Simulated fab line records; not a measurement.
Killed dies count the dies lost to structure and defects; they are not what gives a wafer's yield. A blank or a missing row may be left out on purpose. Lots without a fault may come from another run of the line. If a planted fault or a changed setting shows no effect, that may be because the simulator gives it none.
fab line records	flow gf180mcu
[record] lots = 24	wafers = 72	last-day = 34
route steps=602 shown STI@25 VT_IMPLANT@97 V2@406 MIM@503 M5@535 V5@554
lots with no fault: from the same line, run without faults
start-h: hours from the record's opening day to when the first of the lot's shown wafers began	wait-h: hours since the lot's step before	" unchanged from the row above	L1.1+2: a single row standing in for several wafers	- either no value or no given start	* or withheld: withheld	< > ~ a bound
route shown NAME@n: names a module that has steps shown in the file, with the first one's number in the route	usual: mean/standard deviation of fault-free wafers	same: alike in all rows	chamber/n: place in a boat	sites: the reading at each site	_std_site: their standard deviation	_edge_site: mean of outer sites minus mean of inner sites	radius-mm: for every site, how far away it sits from the centre of the wafer	mask NAME#n: copy n	behind: the most recent tool/chamber to have shaped the wafer	hold: the reason the lot was held/the length of the hold in hours/how it ended	device: transistor that didn't switch, given as n, p or np	end of line: tests run on the same wafers once the route is complete	step lacking rows: just its recipe	killed: dies that structure and defects cost at the first sort, which is not the same as the wafer's yield	map: a wafer's dies, x killed, . not, _ none there
set.NAME: the setting that was run; set.NAME@STEP: the one run at that earlier step	model.NAME: the simulator's own value behind a step, which no gauge read
one table for each step of the route and one row for each wafer, over a sample of lots
services: from which hour (start-h, from the record's first day; less than 0 if before it) a tool's chamber was out of use, for how many hours, and why
[[steps]]
[step GF_STI_THK_MEAS_24]
[recipe] reads = SiO2_of_STI_CVD_23
[usual] STI_CVD_23_THK = 639/5.5
lot.wafer	tool	chamber	start-h	wait-h	STI_CVD_23_THK[nm]
L074.1	film-metro-03	-	27.44	0.0	624
L074.3	"	-	"	"	641
L074.5	"	-	"	"	627
L075.2	film-metro-02	-	34.01	0.0	634
L075.3	"	-	"	"	634
L075.5	"	-	"	"	629
L076.3	film-metro-02	-	37.80	0.1	646
L076.5	"	-	"	"	643
L076.6	"	-	"	"	639
L077.3	film-metro-03	-	42.98	0.1	639
L077.4	"	-	"	"	631
L077.6	"	-	"	"	634
L078.1	film-metro-03	-	50.67	0.0	635
L078.2	"	-	"	"	648
L078.4	"	-	"	"	637
L079.2	film-metro-04	-	53.43	0.0	637
L079.3	"	-	"	"	644
L079.4	"	-	"	"	640
L080.3	film-metro-02	-	59.56	0.1	640
L080.4	"	-	"	"	639
L080.5	"	-	"	"	644
L081.1	film-metro-02	-	65.83	0.0	641
L081.3	"	-	"	"	629
L081.6	"	-	"	"	640
L082.3	film-metro-03	-	72.27	0.1	639
L082.5	"	-	"	"	642
L082.6	"	-	"	"	643
L083.1	film-metro-04	-	79.17	0.0	641
L083.3	"	-	"	"	634
L083.6	"	-	"	"	629
L084.4	film-metro-03	-	79.20	0.0	638
L084.5	"	-	"	"	635
L084.6	"	-	"	"	626
L085.3	film-metro-03	-	90.25	0.1	645
L085.4	"	-	"	"	643
L085.5	"	-	"	"	647
L086.1	film-metro-03	-	92.91	0.0	639
L086.5	"	-	"	"	625
L086.6	"	-	"	"	643
L087.3	film-metro-03	-	102.43	0.1	643
L087.4	"	-	"	"	644
L087.6	"	-	"	"	637
L089.3	film-metro-04	-	104.72	0.1	640
L089.4	"	-	"	"	642
L089.6	"	-	"	"	645
L088.3	film-metro-04	-	104.95	0.1	642
L088.4	"	-	"	"	629
L088.5	"	-	"	"	639
L090.4	film-metro-04	-	111.55	0.0	638
L090.5	"	-	"	"	641
L090.6	"	-	"	"	633
L091.2	film-metro-04	-	119.56	0.1	648
L091.3	"	-	"	"	645
L091.4	"	-	"	"	640
L092.3	film-metro-02	-	122.18	0.1	638
L092.5	"	-	"	"	643
L092.6	"	-	"	"	650
L094.2	film-metro-04	-	130.90	0.0	632
L094.4	"	-	"	"	636
L094.6	"	-	"	"	645
L093.1	film-metro-03	-	131.04	0.2	651
L093.2	"	-	"	"	643
L093.4	"	-	"	"	648
L095.3	film-metro-03	-	137.66	0.1	634
L095.4	"	-	"	"	642
L095.5	"	-	"	"	642
L096.4	film-metro-04	-	142.45	0.0	642
L096.5	"	-	"	"	631
L096.6	"	-	"	"	643
L097.2	film-metro-02	-	148.66	0.0	640
L097.3	"	-	"	"	638
L097.5	"	-	"	"	645
[step GF_VT_IMPLANT_OVL_MEAS_07]
[usual] VT_IMPLANT_OVL = -0.6/1.7
lot.wafer	tool	chamber	start-h	wait-h	VT_IMPLANT_OVL[nm]
L074.1	overlay-02	-	109.25	0.1	-0.5
L074.3	"	-	"	"	1.4
L074.5	"	-	"	"	-0.8
L075.2	overlay-01	-	115.46	0.1	0.5
L075.3	"	-	"	"	0.6
L075.5	"	-	"	"	-0.4
L076.3	overlay-02	-	119.42	0.1	-3.5
L076.5	"	-	"	"	-3.1
L076.6	"	-	"	"	-3.1
L077.3	overlay-02	-	126.84	0.1	1.5
L077.4	"	-	"	"	-0.3
L077.6	"	-	"	"	-1.1
L078.1	overlay-02	-	135.55	0.1	-3.0
L078.2	"	-	"	"	-1.1
L078.4	"	-	"	"	-2.7
L079.2	overlay-01	-	140.26	0.1	1.9
L079.3	"	-	"	"	1.4
L079.4	"	-	"	"	2.2
L080.3	overlay-02	-	145.02	0.1	-3.5
L080.4	"	-	"	"	-2.5
L080.5	"	-	"	"	-2.6
L081.1	overlay-02	-	154.03	0.1	0.3
L081.3	"	-	"	"	-0.1
L081.6	"	-	"	"	0.6
L082.3	overlay-01	-	165.44	0.1	-0.2
L082.5	"	-	"	"	0.9
L082.6	"	-	"	"	1.3
L083.1	overlay-01	-	178.52	0.1	-2.9
L083.3	"	-	"	"	-1.0
L083.6	"	-	"	"	-0.6
L084.4	overlay-02	-	179.14	0.1	-3.6
L084.5	"	-	"	"	-4.8
L084.6	"	-	"	"	-5.0
L085.3	overlay-01	-	189.44	0.1	0.5
L085.4	"	-	"	"	0.9
L085.5	"	-	"	"	3.2
L086.1	overlay-01	-	189.87	0.1	-0.4
L086.5	"	-	"	"	-1.8
L086.6	"	-	"	"	-1.9
L087.3	overlay-01	-	200.46	0.1	0.7
L087.4	"	-	"	"	-0.5
L087.6	"	-	"	"	-0.8
L089.3	overlay-02	-	200.99	0.1	-0.7
L089.4	"	-	"	"	-0.8
L089.6	"	-	"	"	-0.5
L088.3	overlay-01	-	201.33	0.1	1.2
L088.4	"	-	"	"	2.0
L088.5	"	-	"	"	0.9
L090.4	overlay-01	-	211.04	0.1	-0.2
L090.5	"	-	"	"	-0.1
L090.6	"	-	"	"	-0.4
L092.3	overlay-01	-	222.74	0.1	0.1
L092.5	"	-	"	"	0.6
L092.6	"	-	"	"	-0.3
L091.2	overlay-01	-	223.61	0.1	-0.1
L091.3	"	-	"	"	-0.8
L091.4	"	-	"	"	-1.1
L093.1	overlay-01	-	237.60	0.1	1.2
L093.2	"	-	"	"	0.4
L093.4	"	-	"	"	1.7
L094.2	overlay-01	-	237.83	0.1	-1.1
L094.4	"	-	"	"	-0.6
L094.6	"	-	"	"	-1.8
L095.3	overlay-01	-	240.57	0.1	0.6
L095.4	"	-	"	"	0.3
L095.5	"	-	"	"	-2.0
L096.4	overlay-02	-	247.44	0.1	-0.9
L096.5	"	-	"	"	-2.1
L096.6	"	-	"	"	-1.8
L097.2	overlay-02	-	254.32	0.1	0.5
L097.3	"	-	"	"	-0.4
L097.5	"	-	"	"	-0.2
[step GF_V2_RS_MEAS_24]
[recipe] thk-meas-gauge = four-point-probe	reads = W_of_V2_CVD_23+TiN_of_V2_SPUTTER_22+Ti_of_V2_SPUTTER_21
[usual] V2_W_RS = 0.3270/0.0028
lot.wafer	tool	chamber	start-h	wait-h	V2_W_RS[ohm/sq]
L074.1	film-metro-04	-	456.54	0.1	0.3257
L074.3	"	-	"	"	0.3253
L074.5	"	-	"	"	0.3287
L075.2	film-metro-02	-	462.48	0.1	0.3271
L075.3	"	-	"	"	0.3254
L075.5	"	-	"	"	0.3261
L076.3	film-metro-04	-	476.17	0.1	0.3289
L076.5	"	-	"	"	0.3270
L076.6	"	-	"	"	0.3290
L077.3	film-metro-04	-	482.24	0.1	0.3273
L077.4	"	-	"	"	0.3301
L077.6	"	-	"	"	0.3267
L078.1	film-metro-02	-	503.02	0.1	0.3277
L078.2	"	-	"	"	0.3284
L078.4	"	-	"	"	0.3274
L079.2	film-metro-02	-	504.25	0.1	0.3245
L079.3	"	-	"	"	0.3289
L079.4	"	-	"	"	0.3278
L080.3	film-metro-01	-	513.87	0.1	0.3325
L080.4	"	-	"	"	0.3295
L080.5	"	-	"	"	0.3249
L081.1	film-metro-04	-	527.08	0.1	0.3258
L081.3	"	-	"	"	0.3290
L081.6	"	-	"	"	0.3271
L082.3	film-metro-01	-	549.03	0.1	0.3186
L082.5	"	-	"	"	0.3214
L082.6	"	-	"	"	0.3235
L083.1	film-metro-01	-	557.39	0.1	0.3290
L083.3	"	-	"	"	0.3287
L083.6	"	-	"	"	0.3265
L084.4	film-metro-04	-	560.64	0.1	0.3268
L084.5	"	-	"	"	0.3255
L084.6	"	-	"	"	0.3236
L085.3	film-metro-01	-	574.09	0.1	0.3254
L085.4	"	-	"	"	0.3230
L085.5	"	-	"	"	0.3218
L086.1	film-metro-01	-	578.45	0.1	0.3277
L086.5	"	-	"	"	0.3251
L086.6	"	-	"	"	0.3268
L087.3	film-metro-04	-	584.55	0.1	0.3299
L087.4	"	-	"	"	0.3271
L087.6	"	-	"	"	0.3306
L089.3	film-metro-02	-	589.42	0.1	0.3292
L089.4	"	-	"	"	0.3286
L089.6	"	-	"	"	0.3238
L088.3	film-metro-01	-	596.81	0.1	0.3296
L088.4	"	-	"	"	0.3335
L088.5	"	-	"	"	0.3306
L090.4	film-metro-02	-	601.02	0.1	0.3261
L090.5	"	-	"	"	0.3280
L090.6	"	-	"	"	0.3276
L092.3	film-metro-01	-	613.61	0.1	0.3235
L092.5	"	-	"	"	0.3250
L092.6	"	-	"	"	0.3238
L091.2	film-metro-01	-	615.09	0.1	0.3288
L091.3	"	-	"	"	0.3266
L091.4	"	-	"	"	0.3334
L093.1	film-metro-04	-	630.27	0.1	0.3230
L093.2	"	-	"	"	0.3294
L093.4	"	-	"	"	0.3263
L094.2	film-metro-02	-	632.03	0.1	0.3281
L094.4	"	-	"	"	0.3302
L094.6	"	-	"	"	0.3309
L095.3	film-metro-01	-	636.05	0.1	0.3264
L095.4	"	-	"	"	0.3263
L095.5	"	-	"	"	0.3283
L096.4	film-metro-02	-	642.83	0.1	0.3247
L096.5	"	-	"	"	0.3251
L096.6	"	-	"	"	0.3248
L097.2	film-metro-04	-	649.26	0.1	0.3261
L097.3	"	-	"	"	0.3232
L097.5	"	-	"	"	0.3259
[step GF_MIM_SPUTTER_00]
[recipe] material = Ti	target-thk-nm = 37.5	arriving-ion-energy-ev = 80	substrate-temp-c = 200	chamber-pressure-pa = 2	power-w = 4000	time-s = 150
[usual] substrate-temp-c = 200.00/0.16	throttle-valve-pct = 29.6/1.2
lot.wafer	tool	chamber	start-h	wait-h	substrate-temp-c	throttle-valve-pct
L074.1	pvd-sputter-01	-	557.83	0.1	199.84	30.3
L074.3	"	-	"	"	199.90	27.4
L074.5	"	-	"	"	200.07	28.7
L075.2	pvd-sputter-04	-	561.73	0.1	199.70	30.1
L075.3	"	-	"	"	200.25	28.8
L075.5	"	-	"	"	199.76	28.5
L076.3	pvd-sputter-04	-	574.88	0.2	199.89	31.7
L076.5	"	-	"	"	200.04	28.8
L076.6	"	-	"	"	199.87	31.0
L077.3	pvd-sputter-01	-	580.86	0.2	200.14	28.6
L077.4	"	-	"	"	199.83	29.5
L077.6	"	-	"	"	199.96	30.5
L078.1	pvd-sputter-04	-	598.68	0.1	200.05	31.7
L078.2	"	-	"	"	199.76	28.7
L078.4	"	-	"	"	200.14	31.3
L079.2	pvd-sputter-01	-	601.02	0.2	199.91	30.2
L079.3	"	-	"	"	199.87	28.8
L079.4	"	-	"	"	199.79	29.3
L080.3	pvd-sputter-01	-	609.34	0.1	200.08	28.9
L080.4	"	-	"	"	200.19	27.5
L080.5	"	-	"	"	200.16	29.5
L081.1	pvd-sputter-01	-	620.78	0.2	199.84	29.3
L081.3	"	-	"	"	199.97	27.6
L081.6	"	-	"	"	199.82	29.0
L082.3	pvd-sputter-02	-	639.71	0.2	199.74	29.8
L082.5	"	-	"	"	200.01	29.0
L082.6	"	-	"	"	200.04	28.3
L083.1	pvd-sputter-02	-	648.10	0.1	200.17	28.7
L083.3	"	-	"	"	199.87	28.4
L083.6	"	-	"	"	199.83	28.7
L084.4	pvd-sputter-01	-	650.27	0.2	199.80	30.3
L084.5	"	-	"	"	200.11	28.6
L084.6	"	-	"	"	200.11	29.1
L085.3	pvd-sputter-04	-	663.68	0.2	200.16	31.9
L085.4	"	-	"	"	200.00	28.5
L085.5	"	-	"	"	199.98	31.3
L086.1	pvd-sputter-01	-	667.17	0.2	200.03	27.5
L086.5	"	-	"	"	200.12	27.4
L086.6	"	-	"	"	200.07	30.2
L087.3	pvd-sputter-04	-	672.61	0.1	200.19	31.2
L087.4	"	-	"	"	199.80	31.4
L087.6	"	-	"	"	200.02	31.2
L089.3	pvd-sputter-04	-	676.17	0.1	200.05	31.3
L089.4	"	-	"	"	200.00	31.2
L089.6	"	-	"	"	200.10	28.9
L088.3	pvd-sputter-01	-	682.46	0.2	200.25	29.1
L088.4	"	-	"	"	200.07	28.8
L088.5	"	-	"	"	200.22	29.2
L090.4	pvd-sputter-02	-	688.33	0.2	199.95	27.9
L090.5	"	-	"	"	200.20	28.1
L090.6	"	-	"	"	199.75	28.8
L092.3	pvd-sputter-04	-	698.29	0.1	200.05	31.0
L092.5	"	-	"	"	200.31	28.6
L092.6	"	-	"	"	199.90	31.1
L091.2	pvd-sputter-01	-	699.88	0.1	199.91	28.9
L091.3	"	-	"	"	200.04	27.8
L091.4	"	-	"	"	200.13	30.4
L093.1	pvd-sputter-04	-	713.17	0.1	200.29	31.4
L093.2	"	-	"	"	200.13	30.2
L093.4	"	-	"	"	200.02	31.7
L094.2	pvd-sputter-04	-	714.99	0.2	199.81	30.1
L094.4	"	-	"	"	199.94	31.7
L094.6	"	-	"	"	199.82	30.3
L095.3	pvd-sputter-02	-	717.51	0.2	199.89	28.3
L095.4	"	-	"	"	200.03	28.7
L095.5	"	-	"	"	199.88	29.0
L096.4	pvd-sputter-02	-	724.11	0.2	200.07	28.2
L096.5	"	-	"	"	199.88	28.9
L096.6	"	-	"	"	199.87	28.6
L097.2	pvd-sputter-04	-	730.59	0.2	200.14	31.1
L097.3	"	-	"	"	200.06	30.3
L097.5	"	-	"	"	199.99	30.1
[step GF_M5_ETCH_09]
[recipe] chemistry = CF4/O2	target = Si3N4	target-depth-nm = 52	source-w = 800	bias-w = 150	pressure-mtorr = 150	cf4-flow-sccm = 80	O2_flow_sccm = 10	time-s = 11.6
[usual] drypump-motor-current-A = 5.6/0.5	oes-product-au = 0.998/0.0076	throttle-valve-pct = 5.971/0.0092
lot.wafer	tool	chamber	start-h	wait-h	drypump-motor-current-A	oes-product-au	rf-hours-counter-h	throttle-valve-pct
L074.1	rie-diel-03	0	601.28	0.0	6.1	0.991	0	5.980
L074.3	"	3	"	"	4.9	0.995	32	5.980
L074.5	"	3	"	"	4.8	0.996	-	5.975
L075.2	rie-diel-03	1	606.18	0.0	6.2	1.004	13	5.967
L075.3	"	2	"	"	5.7	0.984	24	5.973
L075.5	"	0	"	"	6.1	0.997	-	5.959
L076.3	rie-diel-01	3	618.10	0.0	5.9	0.990	37	5.983
L076.5	"	0	"	"	5.5	1.009	-	5.954
L076.6	"	1	"	"	5.0	1.005	-	5.988
L077.3	rie-diel-01	2	623.82	0.0	5.2	1.000	1	5.971
L077.4	"	1	"	"	5.0	1.011	3	5.967
L077.6	"	0	"	"	5.6	1.001	-	5.963
L078.1	rie-diel-01	0	640.13	0.0	5.6	1.005	14	5.984
L078.2	"	3	"	"	5.9	0.991	38	5.970
L078.4	"	1	"	"	5.0	1.010	4	5.959
L079.2	rie-diel-01	2	641.80	0.0	5.2	1.000	2	5.970
L079.3	"	0	"	"	5.6	1.003	14	5.976
L079.4	"	3	"	"	5.9	0.995	38	5.973
L080.3	rie-diel-03	3	650.45	0.0	4.9	1.009	33	5.981
L080.4	"	0	"	"	6.1	0.989	2	5.973
L080.5	"	1	"	"	6.2	0.999	-	5.972
L081.1	rie-diel-02	0	662.00	0.0	6.4	1.006	34	5.973
L081.3	"	3	"	"	5.2	0.998	12	5.965
L081.6	"	2	"	"	5.7	1.007	-	5.970
L082.3	rie-diel-03	3	679.28	0.0	4.9	1.002	34	5.966
L082.5	"	0	"	"	6.1	0.991	-	5.969
L082.6	"	1	"	"	6.2	0.985	-	5.975
L083.1	rie-diel-01	1	687.68	0.0	5.0	0.998	5	5.983
L083.3	"	3	"	"	5.9	0.992	40	5.970
L083.6	"	2	"	"	5.3	0.996	-	5.980
L084.4	rie-diel-03	0	689.23	0.0	6.0	0.995	2	5.979
L084.5	"	3	"	"	4.9	0.998	-	5.972
L084.6	"	0	"	"	6.0	0.986	-	5.960
L085.3	rie-diel-03	2	702.12	0.0	5.7	0.987	26	5.945
L085.4	"	1	"	"	6.2	1.005	-	5.961
L085.5	"	2	"	"	5.7	0.986	-	5.972
L086.1	rie-diel-02	2	705.40	0.0	5.7	1.007	1	5.978
L086.5	"	2	"	"	5.7	1.004	-	5.974
L086.6	"	3	"	"	5.2	1.003	-	5.973
L087.3	rie-diel-01	3	710.33	0.0	5.9	0.990	41	5.965
L087.4	"	2	"	"	5.2	0.983	4	5.973
L087.6	"	1	"	"	5.0	1.000	-	5.963
L089.3	rie-diel-03	1	713.88	0.0	6.2	1.005	16	5.973
L089.4	"	3	"	"	4.9	1.007	35	5.962
L089.6	"	1	"	"	6.2	1.011	-	5.984
L088.3	rie-diel-03	1	720.40	0.0	6.2	0.998	16	5.959
L088.4	"	0	"	"	6.2	0.989	3	5.955
L088.5	"	3	"	"	4.9	0.994	-	5.965
L090.4	rie-diel-03	1	725.07	0.0	6.1	0.998	16	5.976
L090.5	"	0	"	"	6.1	0.987	-	5.973
L090.6	"	3	"	"	4.9	0.992	-	5.979
L092.3	rie-diel-02	1	734.73	0.0	4.9	0.999	13	5.977
L092.5	"	1	"	"	4.9	0.996	-	5.974
L092.6	"	2	"	"	5.6	1.006	-	5.969
L091.2	rie-diel-03	2	735.43	0.0	5.7	0.991	27	5.985
L091.3	"	3	"	"	4.8	0.995	36	5.980
L091.4	"	0	"	"	6.0	0.996	4	5.980
L093.1	rie-diel-03	3	747.55	0.0	4.9	0.995	36	5.976
L093.2	"	2	"	"	5.7	0.992	28	5.976
L093.4	"	0	"	"	6.1	0.983	4	5.980
L094.2	rie-diel-03	2	750.88	0.0	5.7	0.986	28	5.971
L094.4	"	0	"	"	6.1	1.000	4	5.980
L094.6	"	2	"	"	5.7	0.993	-	5.965
L095.3	rie-diel-02	0	752.57	0.0	6.4	1.010	38	5.981
L095.4	"	1	"	"	4.9	1.009	14	5.974
L095.5	"	0	"	"	6.4	1.017	-	5.973
L096.4	rie-diel-02	1	759.78	0.0	5.0	1.005	14	5.969
L096.5	"	3	"	"	5.2	1.000	-	5.958
L096.6	"	0	"	"	6.4	1.010	-	5.968
L097.2	rie-diel-01	1	764.50	0.0	5.0	1.006	9	5.982
L097.3	"	2	"	"	5.2	0.994	7	5.991
L097.5	"	1	"	"	5.0	1.004	-	5.958
[step GF_V5_CD_MEAS_14]
[recipe] target-cd-nm = 260
[usual] cd-nm = 260.2/1.1
lot.wafer	tool	chamber	start-h	wait-h	cd-nm
L074.1	cd-sem-01	-	623.12	0.1	260.7
L074.3	"	-	"	"	261.6
L074.5	"	-	"	"	260.5
L075.2	cd-sem-02	-	628.28	0.1	260.7
L075.3	"	-	"	"	260.5
L075.5	"	-	"	"	260.2
L076.3	cd-sem-02	-	639.86	0.1	259.2
L076.5	"	-	"	"	259.3
L076.6	"	-	"	"	258.5
L077.3	cd-sem-01	-	645.11	0.1	259.3
L077.4	"	-	"	"	260.2
L077.6	"	-	"	"	260.6
L078.1	cd-sem-02	-	661.37	0.1	260.0
L078.2	"	-	"	"	261.8
L078.4	"	-	"	"	260.5
L079.2	cd-sem-02	-	663.34	0.1	261.7
L079.3	"	-	"	"	262.7
L079.4	"	-	"	"	261.6
L080.3	cd-sem-02	-	671.81	0.1	259.7
L080.4	"	-	"	"	260.7
L080.5	"	-	"	"	259.7
L081.1	cd-sem-01	-	682.16	0.1	259.7
L081.3	"	-	"	"	260.1
L081.6	"	-	"	"	259.5
L082.3	cd-sem-01	-	699.36	0.1	258.8
L082.5	"	-	"	"	257.8
L082.6	"	-	"	"	257.6
L083.1	cd-sem-01	-	708.22	0.1	260.6
L083.3	"	-	"	"	259.3
L083.6	"	-	"	"	259.5
L084.4	cd-sem-01	-	708.98	0.1	259.5
L084.5	"	-	"	"	259.1
L084.6	"	-	"	"	260.8
L085.3	cd-sem-01	-	720.96	0.1	262.2
L085.4	"	-	"	"	261.6
L085.5	"	-	"	"	260.4
L086.1	cd-sem-01	-	724.57	0.1	260.7
L086.5	"	-	"	"	259.9
L086.6	"	-	"	"	261.2
L087.3	cd-sem-01	-	729.45	0.1	261.5
L087.4	"	-	"	"	262.1
L087.6	"	-	"	"	261.1
L089.3	cd-sem-02	-	733.06	0.1	259.4
L089.4	"	-	"	"	259.2
L089.6	"	-	"	"	258.0
L088.3	cd-sem-02	-	739.05	0.1	259.7
L088.4	"	-	"	"	259.6
L088.5	"	-	"	"	258.9
L090.4	cd-sem-02	-	743.73	0.1	259.0
L090.5	"	-	"	"	258.3
L090.6	"	-	"	"	259.1
L092.3	cd-sem-01	-	753.06	0.1	261.0
L092.5	"	-	"	"	260.4
L092.6	"	-	"	"	260.5
L091.2	cd-sem-01	-	756.94	0.1	260.9
L091.3	"	-	"	"	261.2
L091.4	"	-	"	"	260.2
L093.1	cd-sem-01	-	765.86	0.1	259.1
L093.2	"	-	"	"	258.9
L093.4	"	-	"	"	260.5
L094.2	cd-sem-01	-	768.28	0.1	260.5
L094.4	"	-	"	"	259.6
L094.6	"	-	"	"	260.3
L095.3	cd-sem-01	-	769.96	0.1	261.1
L095.4	"	-	"	"	261.6
L095.5	"	-	"	"	262.0
L096.4	cd-sem-01	-	777.78	0.1	260.8
L096.5	"	-	"	"	261.4
L096.6	"	-	"	"	261.3
L097.2	cd-sem-02	-	781.43	0.1	260.0
L097.3	"	-	"	"	259.4
L097.5	"	-	"	"	259.1
[[services]]
tool	chamber	start-h	hours	kind
rie-diel-03	0	541.17	9.8	repair
rie-diel-01	-	547.98	1.5	repair
rie-diel-03	0	576.07	-	clean
rie-diel-03	0	576.07	12.7	scheduled-down
rie-diel-03	0	576.07	12.7	vent-cycle
pvd-sputter-02	-	581.45	1.3	repair
rie-diel-03	-	627.29	0.5	repair
rie-diel-01	0	629.51	9.7	repair
rie-diel-03	-	631.70	14.6	pm
rie-diel-02	-	632.01	2.8	pm
rie-diel-02	0	634.97	1.2	repair
pvd-sputter-02	-	636.00	3.1	repair
pvd-sputter-04	3	667.09	-	consumable-replace:kit
pvd-sputter-04	3	667.09	18.0	scheduled-down
pvd-sputter-04	3	667.09	18.0	vent-cycle
rie-diel-03	0	667.49	10.1	repair
rie-diel-03	0	692.28	12.9	repair
rie-diel-01	2	706.25	3.1	repair
rie-diel-02	-	710.42	2.3	repair
rie-diel-03	-	714.20	2.8	pm
rie-diel-03	-	742.04	0.3	repair
pvd-sputter-02	-	742.29	7.9	repair
pvd-sputter-04	2	747.17	-	consumable-replace:kit
pvd-sputter-04	-	757.56	5.7	repair
[[key]]
fault none
